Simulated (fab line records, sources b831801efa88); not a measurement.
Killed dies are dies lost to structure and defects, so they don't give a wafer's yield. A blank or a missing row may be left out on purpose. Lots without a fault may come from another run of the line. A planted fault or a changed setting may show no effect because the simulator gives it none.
fab line records | flow sky130
record lots=24 wafers=72 last_day=50
route steps=708 shown VIA2@510 METAL3@533 VIA3@593 METAL4@601
lots that met no fault: from a run of the same line without faults
start_h: hours from the record's first day to the start of the lot's first wafer shown | wait_h: hours since the lot's step before | " the same as in the row above | L1.1+2: a row that stands for several wafers | - no value, or no start given | * or withheld: withheld | < > ~ a bound
route shown NAME@n: a module of which the file shows steps, and the number in the route of the first | usual: mean/standard deviation of fault-free wafers | same: alike in all rows | chamber/n: place in a boat | sites: the reading at each site | _std_site: their standard deviation | _edge_site: outer sites' mean less inner sites' | radius_mm: how far each site lies from the wafer's centre | mask NAME#n: copy n | behind: the tool/chamber that last shaped the wafer | hold: why the lot was held/for how many hours/how that ended | device: the transistor (n, p or np) that didn't switch | end of line: the same wafers' tests at the end of the route | a step without rows: its recipe alone | killed: dies lost to structure and defects at the first sort, not the wafer's yield | map: a wafer's dies, x killed, . not, _ none there
set.NAME: the setting as run; set.NAME@STEP: as run at that earlier step | model.NAME: the simulator's own value behind a step, which no gauge read
steps of the route over a sample of lots; a table a step, a row a wafer
services: from which hour (start_h, from the record's first day; less than 0 if before it) a tool's chamber was out of use, for how many hours, and why
## steps
# step SKY_VIA2_BOW_MEAS_03
# recipe mode=bow
# usual VIA2_BOW=86/6.9
# columns lot.wafer tool chamber start_h wait_h VIA2_BOW[um]
L074.3 film_metro-03 - 820.30 0.2 92
L074.5 " - " " 104
L074.6 " - " " 93
L075.2 film_metro-04 - 827.16 0.2 90
L075.3 " - " " 86
L075.4 " - " " 91
L076.2 film_metro-04 - 830.77 0.2 95
L076.3 " - " " 84
L076.6 " - " " 79
L077.1 film_metro-03 - 840.59 0.2 89
L077.4 " - " " 92
L077.6 " - " " 89
L078.2 film_metro-01 - 854.92 0.3 83
L078.5 " - " " 80
L078.6 " - " " 86
L079.1 film_metro-03 - 857.64 0.1 95
L079.3 " - " " 86
L079.6 " - " " 92
L080.2 film_metro-01 - 873.04 0.3 85
L080.4 " - " " 87
L080.6 " - " " 80
L081.1 film_metro-04 - 875.12 0.2 83
L081.4 " - " " 89
L081.5 " - " " 76
L082.2 film_metro-04 - 880.24 0.1 79
L082.3 " - " " 85
L082.6 " - " " 84
L083.1 film_metro-01 - 895.21 0.2 96
L083.5 " - " " 91
L083.6 " - " " 86
L084.1 film_metro-03 - 903.59 0.2 79
L084.3 " - " " 79
L084.5 " - " " 89
L085.1 film_metro-03 - 905.91 0.1 82
L085.2 " - " " 84
L085.3 " - " " 82
L086.1 film_metro-04 - 917.20 0.1 81
L086.2 " - " " 80
L086.6 " - " " 86
L087.3 film_metro-04 - 922.42 0.1 83
L087.4 " - " " 88
L087.6 " - " " 90
L088.2 film_metro-03 - 926.16 0.2 82
L088.3 " - " " 68
L088.5 " - " " 78
L089.4 film_metro-03 - 937.22 0.2 85
L089.5 " - " " 95
L089.6 " - " " 88
L090.1 film_metro-01 - 944.54 0.1 84
L090.2 " - " " 82
L090.3 " - " " 80
L092.3 film_metro-03 - 955.38 0.1 93
L092.4 " - " " 86
L092.5 " - " " 83
L091.4 film_metro-03 - 959.13 0.3 84
L091.5 " - " " 93
L091.6 " - " " 74
L093.2 film_metro-01 - 963.32 0.3 86
L093.3 " - " " 86
L093.4 " - " " 76
L094.1 film_metro-01 - 967.24 0.1 79
L094.4 " - " " 80
L094.6 " - " " 79
L095.1 film_metro-04 - 974.77 0.1 69
L095.4 " - " " 71
L095.6 " - " " 78
L096.3 film_metro-03 - 980.01 0.2 83
L096.4 " - " " 90
L096.5 " - " " 89
L097.1 film_metro-03 - 987.05 0.2 80
L097.3 " - " " 83
L097.5 " - " " 92
# step SKY_VIA2_OVL_MEAS_13
# usual VIA2_OVL=-1/6
# columns lot.wafer tool chamber start_h wait_h VIA2_OVL[nm]
L074.3 overlay-02 - 847.20 0.1 0
L074.5 " - " " -2
L074.6 " - " " -9
L075.2 overlay-02 - 853.22 0.1 -8
L075.3 " - " " -5
L075.4 " - " " -8
L076.2 overlay-01 - 856.55 0.1 2
L076.3 " - " " -1
L076.6 " - " " -9
L077.1 overlay-01 - 866.56 0.1 -6
L077.4 " - " " -7
L077.6 " - " " -5
L078.2 overlay-01 - 880.75 0.1 7
L078.5 " - " " -3
L078.6 " - " " -5
L079.1 overlay-01 - 883.86 0.1 -3
L079.3 " - " " -5
L079.6 " - " " 5
L080.2 overlay-01 - 899.02 0.1 7
L080.4 " - " " 1
L080.6 " - " " 8
L081.1 overlay-02 - 900.51 0.1 -5
L081.4 " - " " -9
L081.5 " - " " -12
L082.2 overlay-02 - 906.40 0.1 -4
L082.3 " - " " 0
L082.6 " - " " 2
L083.1 overlay-02 - 920.51 0.1 -9
L083.5 " - " " -6
L083.6 " - " " -7
L084.1 overlay-01 - 926.96 0.1 -3
L084.3 " - " " 1
L084.5 " - " " 4
L085.1 overlay-02 - 930.36 0.1 6
L085.2 " - " " 8
L085.3 " - " " 5
L086.1 overlay-02 - 941.19 0.1 -4
L086.2 " - " " 1
L086.6 " - " " -4
L087.3 overlay-02 - 946.67 0.1 0
L087.4 " - " " -5
L087.6 " - " " 1
L088.2 overlay-02 - 950.37 0.1 -7
L088.3 " - " " 0
L088.5 " - " " -10
L089.4 overlay-02 - 960.73 0.1 12
L089.5 " - " " 10
L089.6 " - " " 8
L090.1 overlay-01 - 968.84 0.1 1
L090.2 " - " " 9
L090.3 " - " " 6
L092.3 overlay-02 - 979.38 0.1 -1
L092.4 " - " " -2
L092.5 " - " " -5
L091.4 overlay-01 - 983.13 0.1 -3
L091.5 " - " " 8
L091.6 " - " " 0
L093.2 overlay-01 - 987.45 0.1 1
L093.3 " - " " -3
L093.4 " - " " 3
L094.1 overlay-01 - 990.94 0.1 -1
L094.4 " - " " 0
L094.6 " - " " 4
L095.1 overlay-01 - 998.53 0.1 14
L095.4 " - " " 2
L095.6 " - " " 9
L096.3 overlay-01 - 1003.80 0.1 -4
L096.4 " - " " 3
L096.5 " - " " -1
L097.1 overlay-01 - 1010.21 0.1 -2
L097.3 " - " " -8
L097.5 " - " " -9
# step SKY_METAL3_SPUTTER_01
# recipe material=TiN target_thk_nm=20 power_w=6500 time_s=16.7 chamber_pressure_pa=0.4
# usual throttle_valve_pct=30.2/0.9
# same time_s=16.7
# columns lot.wafer tool chamber start_h wait_h throttle_valve_pct
L074.3 pvd_sputter-01 - 848.62 0.0 29.0
L074.5 " - " " 30.1
L074.6 " - " " 29.7
L075.2 pvd_sputter-04 - 854.67 0.0 30.7
L075.3 " - " " 29.7
L075.4 " - " " 30.4
L076.2 pvd_sputter-01 - 857.98 0.0 29.9
L076.3 " - " " 29.5
L076.6 " - " " 32.2
L077.1 pvd_sputter-01 - 868.55 0.0 32.2
L077.4 " - " " 29.2
L077.6 " - " " 29.7
L078.2 pvd_sputter-04 - 882.17 0.0 30.7
L078.5 " - " " 29.8
L078.6 " - " " 30.3
L079.1 pvd_sputter-04 - 885.42 0.0 30.0
L079.3 " - " " 30.0
L079.6 " - " " 29.3
L080.2 pvd_sputter-01 - 900.45 0.0 29.7
L080.4 " - " " 30.1
L080.6 " - " " 29.4
L081.1 pvd_sputter-01 - 901.98 0.0 30.0
L081.4 " - " " 29.8
L081.5 " - " " 32.3
L082.2 pvd_sputter-01 - 907.99 0.0 29.1
L082.3 " - " " 30.3
L082.6 " - " " 29.5
L083.1 pvd_sputter-04 - 922.10 0.0 29.5
L083.5 " - " " 30.6
L083.6 " - " " 29.6
L084.1 pvd_sputter-03 - 928.72 0.0 31.0
L084.3 " - " " 30.2
L084.5 " - " " 30.3
L085.1 pvd_sputter-01 - 931.79 0.0 30.2
L085.2 " - " " 32.3
L085.3 " - " " 29.7
L086.1 pvd_sputter-01 - 942.98 0.0 30.0
L086.2 " - " " 29.9
L086.6 " - " " 32.1
L087.3 pvd_sputter-03 - 948.09 0.0 30.5
L087.4 " - " " 30.9
L087.6 " - " " 30.3
L088.2 pvd_sputter-01 - 951.79 0.0 29.8
L088.3 " - " " 32.1
L088.5 " - " " 29.0
L089.4 pvd_sputter-04 - 962.17 0.0 30.4
L089.5 " - " " 30.3
L089.6 " - " " 31.0
L090.1 pvd_sputter-01 - 970.31 0.0 32.2
L090.2 " - " " 30.2
L090.3 " - " " 29.1
L092.3 pvd_sputter-04 - 980.79 0.0 29.7
L092.4 " - " " 29.8
L092.5 " - " " 30.3
L091.4 pvd_sputter-04 - 984.54 0.0 30.6
L091.5 " - " " 29.7
L091.6 " - " " 30.2
L093.2 pvd_sputter-04 - 988.87 0.0 30.2
L093.3 " - " " 30.6
L093.4 " - " " 30.4
L094.1 pvd_sputter-04 - 992.41 0.0 30.7
L094.4 " - " " 30.1
L094.6 " - " " 29.9
L095.1 pvd_sputter-01 - 1000.02 0.0 29.5
L095.4 " - " " 32.3
L095.6 " - " " 29.5
L096.3 pvd_sputter-01 - 1005.22 0.0 29.1
L096.4 " - " " 29.6
L096.5 " - " " 29.5
L097.1 pvd_sputter-04 - 1011.64 0.0 30.8
L097.3 " - " " 30.3
L097.5 " - " " 30.6
# step SKY_METAL3_ETCH_16
# recipe chemistry=N2/H2 target=BARC ion_energy_ev=196.5 bias_w=100 pressure_mtorr=30 n2_flow_sccm=100 h2_flow_sccm=200 icp_w=500 stop_on=SiO2 time_s=88.2 target_depth_a=600
# usual drypump_motor_current_A=5.7/0.42 oes_product_au=0.625/0.0044 throttle_valve_pct=13.204/0.0081
# same time_s=88.2
# columns lot.wafer tool chamber start_h wait_h drypump_motor_current_A oes_product_au rf_hours_counter_h throttle_valve_pct
L074.3 rie_metal-04 1 901.21 0.0 5.5 0.623 - 13.215
L074.5 " 0 " " 6.0 0.629 - 13.194
L074.6 " 1 " " 5.5 0.626 - 13.203
L075.2 rie_metal-04 1 906.81 0.0 5.5 0.625 12 13.196
L075.3 " 0 " " 6.0 0.628 - 13.190
L075.4 " 1 " " 5.5 0.630 - 13.212
L076.2 rie_metal-01 1 910.22 0.1 6.4 0.628 - 13.225
L076.3 " 1 " " 6.4 0.623 - 13.189
L076.6 " 1 " " 6.4 0.628 - 13.210
L077.1 rie_metal-01 1 919.89 0.1 6.3 0.625 1 13.207
L077.4 " 1 " " 6.4 0.629 - 13.200
L077.6 " 1 " " 6.4 0.624 - 13.195
L078.2 rie_metal-03 0 932.66 0.0 5.2 0.623 15 13.204
L078.5 " 1 " " 5.6 0.620 - 13.214
L078.6 " 0 " " 5.2 0.618 - 13.191
L079.1 rie_metal-03 0 936.11 0.0 5.1 0.619 15 13.200
L079.3 " 0 " " 5.1 0.630 - 13.207
L079.6 " 1 " " 5.5 0.627 - 13.198
L080.2 rie_metal-01 0 949.56 0.0 5.8 0.626 0 13.202
L080.4 " 1 " " 6.3 0.622 - 13.211
L080.6 " 0 " " 5.8 0.628 - 13.210
L081.1 rie_metal-03 0 951.47 0.0 5.2 0.620 16 13.210
L081.4 " 1 " " 5.5 0.617 - 13.216
L081.5 " 0 " " 5.2 0.625 - 13.209
L082.2 rie_metal-04 1 957.63 0.0 5.5 0.630 15 13.195
L082.3 " 0 " " 6.0 0.622 - 13.209
L082.6 " 0 " " 6.0 0.625 - 13.207
L083.1 rie_metal-04 0 970.58 0.0 6.0 0.622 4 13.203
L083.5 " 0 " " 6.0 0.625 - 13.207
L083.6 " 1 " " 5.5 0.623 - 13.197
L084.1 rie_metal-01 0 977.43 0.0 5.9 0.631 2 13.205
L084.3 " 1 " " 6.3 0.625 - 13.208
L084.5 " 1 " " 6.3 0.627 - 13.198
L085.1 rie_metal-01 0 979.66 0.0 5.8 0.619 2 13.182
L085.2 " 1 " " 6.3 0.620 6 13.213
L085.3 " 1 " " 6.3 0.615 - 13.196
L086.1 rie_metal-03 0 990.73 0.0 5.1 0.619 18 13.202
L086.2 " 1 " " 5.6 0.621 11 13.207
L086.6 " 1 " " 5.6 0.625 - 13.196
L087.3 rie_metal-03 0 996.39 0.0 5.1 0.624 - 13.205
L087.4 " 1 " " 5.5 0.625 - 13.214
L087.6 " 1 " " 5.5 0.627 - 13.206
L088.2 rie_metal-04 1 1001.06 0.0 5.5 0.621 17 13.199
L088.3 " 1 " " 5.5 0.620 - 13.196
L088.5 " 1 " " 5.5 0.626 - 13.209
L089.4 rie_metal-03 1 1010.96 0.0 5.5 0.616 - 13.201
L089.5 " 1 " " 5.5 0.626 - 13.206
L089.6 " 0 " " 5.2 0.620 - 13.215
L090.1 rie_metal-04 0 1018.38 0.0 6.0 0.623 7 13.210
L090.2 " 1 " " 5.5 0.633 18 13.195
L090.3 " 0 " " 6.0 0.622 - 13.210
L092.3 rie_metal-04 1 1028.66 0.0 5.5 0.630 - 13.215
L092.4 " 0 " " 6.0 0.625 - 13.213
L092.5 " 0 " " 6.0 0.631 - 13.190
L091.4 rie_metal-03 1 1031.26 0.0 5.5 0.625 - 13.198
L091.5 " 0 " " 5.2 0.626 - 13.198
L091.6 " 1 " " 5.5 0.623 - 13.209
L093.2 rie_metal-03 1 1035.96 0.0 5.6 0.625 14 13.203
L093.3 " 0 " " 5.2 0.632 - 13.208
L093.4 " 1 " " 5.6 0.628 - 13.204
L094.1 rie_metal-03 1 1039.28 0.0 5.6 0.621 14 13.209
L094.4 " 0 " " 5.1 0.635 - 13.192
L094.6 " 1 " " 5.5 0.628 - 13.220
L095.1 rie_metal-01 0 1046.88 0.0 5.9 0.633 6 13.212
L095.4 " 0 " " 5.8 0.631 - 13.204
L095.6 " 1 " " 6.4 0.623 - 13.199
L096.3 rie_metal-01 1 1050.59 0.1 6.3 0.633 - 13.211
L096.4 " 1 " " 6.4 0.627 - 13.219
L096.5 " 1 " " 6.3 0.627 - 13.218
L097.1 rie_metal-03 1 1057.33 0.0 5.5 0.618 15 13.200
L097.3 " 1 " " 5.6 0.619 - 13.195
L097.5 " 1 " " 5.5 0.628 - 13.208
# step SKY_VIA3_SPUTTER_20
# recipe material=TiN target_thk_nm=20 chamber_pressure_pa=5 power_w=4000 time_s=80
# usual throttle_valve_pct=30.2/0.7
# same time_s=80
# columns lot.wafer tool chamber start_h wait_h throttle_valve_pct
L074.3 pvd_sputter-02 - 927.34 0.0 30.4
L074.5 " - " " 29.3
L074.6 " - " " 29.2
L075.2 pvd_sputter-04 - 932.24 0.0 29.9
L075.3 " - " " 30.2
L075.4 " - " " 30.8
L076.2 pvd_sputter-04 - 937.63 0.0 29.6
L076.3 " - " " 30.3
L076.6 " - " " 31.1
L077.1 pvd_sputter-04 - 946.64 0.0 29.8
L077.4 " - " " 30.3
L077.6 " - " " 30.4
L078.2 pvd_sputter-02 - 959.21 0.0 30.3
L078.5 " - " " 30.5
L078.6 " - " " 29.8
L079.1 pvd_sputter-02 - 963.12 0.0 29.4
L079.3 " - " " 30.4
L079.6 " - " " 30.6
L080.2 pvd_sputter-04 - 976.68 0.0 30.3
L080.4 " - " " 30.9
L080.6 " - " " 30.4
L081.1 pvd_sputter-04 - 978.21 0.0 30.7
L081.4 " - " " 30.4
L081.5 " - " " 31.0
L082.2 pvd_sputter-01 - 984.03 0.0 29.8
L082.3 " - " " 32.4
L082.6 " - " " 29.6
L083.1 pvd_sputter-01 - 997.09 0.0 29.9
L083.5 " - " " 29.4
L083.6 " - " " 30.3
L084.1 pvd_sputter-04 - 1003.37 0.0 29.7
L084.3 " - " " 30.2
L084.5 " - " " 30.7
L085.1 pvd_sputter-04 - 1006.19 0.0 30.0
L085.2 " - " " 30.8
L085.3 " - " " 29.8
L086.1 pvd_sputter-01 - 1016.24 0.0 29.8
L086.2 " - " " 29.2
L086.6 " - " " 30.0
L087.3 pvd_sputter-04 - 1022.14 0.0 30.7
L087.4 " - " " 30.6
L087.6 " - " " 30.8
L088.2 pvd_sputter-04 - 1026.99 0.0 29.6
L088.3 " - " " 30.4
L088.5 " - " " 30.4
L089.4 pvd_sputter-04 - 1036.79 0.0 29.4
L089.5 " - " " 30.8
L089.6 " - " " 30.6
L090.1 pvd_sputter-04 - 1042.68 0.0 30.7
L090.2 " - " " 30.5
L090.3 " - " " 30.4
L092.3 pvd_sputter-01 - 1052.73 0.0 28.8
L092.4 " - " " 30.0
L092.5 " - " " 29.1
L091.4 pvd_sputter-04 - 1055.23 0.0 30.4
L091.5 " - " " 30.8
L091.6 " - " " 30.3
L093.2 pvd_sputter-01 - 1059.42 0.0 30.1
L093.3 " - " " 29.1
L093.4 " - " " 29.6
L094.1 pvd_sputter-02 - 1063.62 0.0 29.7
L094.4 " - " " 29.2
L094.6 " - " " 29.4
L095.1 pvd_sputter-02 - 1071.47 0.0 29.1
L095.4 " - " " 29.7
L095.6 " - " " 29.8
L096.3 pvd_sputter-04 - 1075.20 0.0 29.4
L096.4 " - " " 30.4
L096.5 " - " " 29.9
L097.1 pvd_sputter-04 - 1080.63 0.0 30.4
L097.3 " - " " 29.9
L097.5 " - " " 30.6
# step SKY_METAL4_SPUTTER_03
# recipe material=Ti target_thk_nm=5 power_w=3000 time_s=3.3 chamber_pressure_pa=0.4
# usual throttle_valve_pct=30.0/0.63
# same time_s=3.3
# columns lot.wafer tool chamber start_h wait_h throttle_valve_pct
L074.3 pvd_sputter-04 - 928.49 0.0 29.5
L074.5 " - " " 30.8
L074.6 " - " " 30.3
L075.2 pvd_sputter-03 - 932.99 0.0 30.2
L075.3 " - " " 30.5
L075.4 " - " " 31.0
L076.2 pvd_sputter-03 - 938.38 0.0 30.4
L076.3 " - " " 30.5
L076.6 " - " " 28.9
L077.1 pvd_sputter-03 - 947.39 0.0 30.3
L077.4 " - " " 28.9
L077.6 " - " " 30.1
L078.2 pvd_sputter-03 - 959.96 0.0 29.1
L078.5 " - " " 30.2
L078.6 " - " " 31.0
L079.1 pvd_sputter-03 - 963.87 0.0 30.1
L079.3 " - " " 31.2
L079.6 " - " " 31.2
L080.2 pvd_sputter-02 - 977.43 0.0 30.5
L080.4 " - " " 29.7
L080.6 " - " " 29.6
L081.1 pvd_sputter-02 - 978.96 0.0 29.6
L081.4 " - " " 29.7
L081.5 " - " " 29.7
L082.2 pvd_sputter-04 - 984.90 0.0 30.7
L082.3 " - " " 30.2
L082.6 " - " " 30.4
L083.1 pvd_sputter-04 - 997.84 0.0 29.9
L083.5 " - " " 30.2
L083.6 " - " " 30.5
L084.1 pvd_sputter-02 - 1004.12 0.0 30.2
L084.3 " - " " 29.2
L084.5 " - " " 29.5
L085.1 pvd_sputter-02 - 1006.94 0.0 29.4
L085.2 " - " " 29.6
L085.3 " - " " 30.5
L086.1 pvd_sputter-04 - 1016.99 0.0 30.3
L086.2 " - " " 30.7
L086.6 " - " " 30.4
L087.3 pvd_sputter-04 - 1022.89 0.0 30.8
L087.4 " - " " 29.5
L087.6 " - " " 30.4
L088.2 pvd_sputter-02 - 1027.74 0.0 29.1
L088.3 " - " " 29.7
L088.5 " - " " 29.5
L089.4 pvd_sputter-04 - 1037.55 0.0 30.1
L089.5 " - " " 30.3
L089.6 " - " " 30.5
L090.1 pvd_sputter-03 - 1043.43 0.0 31.2
L090.2 " - " " 30.6
L090.3 " - " " 30.2
L092.3 pvd_sputter-03 - 1053.48 0.0 31.0
L092.4 " - " " 29.3
L092.5 " - " " 30.0
L091.4 pvd_sputter-03 - 1055.98 0.0 30.5
L091.5 " - " " 28.9
L091.6 " - " " 30.3
L093.2 pvd_sputter-02 - 1060.17 0.0 29.2
L093.3 " - " " 29.6
L093.4 " - " " 30.4
L094.1 pvd_sputter-03 - 1064.37 0.0 30.5
L094.4 " - " " 30.1
L094.6 " - " " 30.2
L095.1 pvd_sputter-02 - 1072.22 0.0 29.3
L095.4 " - " " 29.4
L095.6 " - " " 29.5
L096.3 pvd_sputter-02 - 1076.16 0.0 29.7
L096.4 " - " " 29.3
L096.5 " - " " 29.6
L097.1 pvd_sputter-02 - 1081.38 0.0 30.4
L097.3 " - " " 29.6
L097.5 " - " " 30.5
## services
# columns tool chamber start_h hours kind
pvd_sputter-02 - 833.43 3.1 repair
pvd_sputter-04 - 839.20 1.4 repair
rie_metal-03 - 850.14 0.3 repair
rie_metal-03 0 865.35 8.2 repair
rie_metal-04 0 873.48 1.0 repair
rie_metal-03 0 875.09 6.8 repair
pvd_sputter-02 - 937.28 6.3 repair
pvd_sputter-01 0 951.93 - consumable_replace:kit
pvd_sputter-01 0 951.93 18.0 scheduled_down
pvd_sputter-01 0 951.93 18.0 vent_cycle
rie_metal-01 - 960.36 0.6 repair
pvd_sputter-03 - 967.15 72.4 repair
pvd_sputter-04 1 984.97 - consumable_replace:kit
pvd_sputter-04 1 984.97 18.0 scheduled_down
pvd_sputter-04 1 984.97 18.0 vent_cycle
pvd_sputter-02 1 985.86 - consumable_replace:kit
pvd_sputter-02 1 985.86 18.0 scheduled_down
pvd_sputter-02 1 985.86 18.0 vent_cycle
pvd_sputter-02 - 986.30 1.4 repair
pvd_sputter-01 - 1007.91 8.1 repair
pvd_sputter-02 - 1016.03 3.7 repair
rie_metal-01 0 1050.43 1.4 repair
rie_metal-03 - 1058.42 2.8 pm
pvd_sputter-04 - 1066.26 0.7 repair
## key
fault none
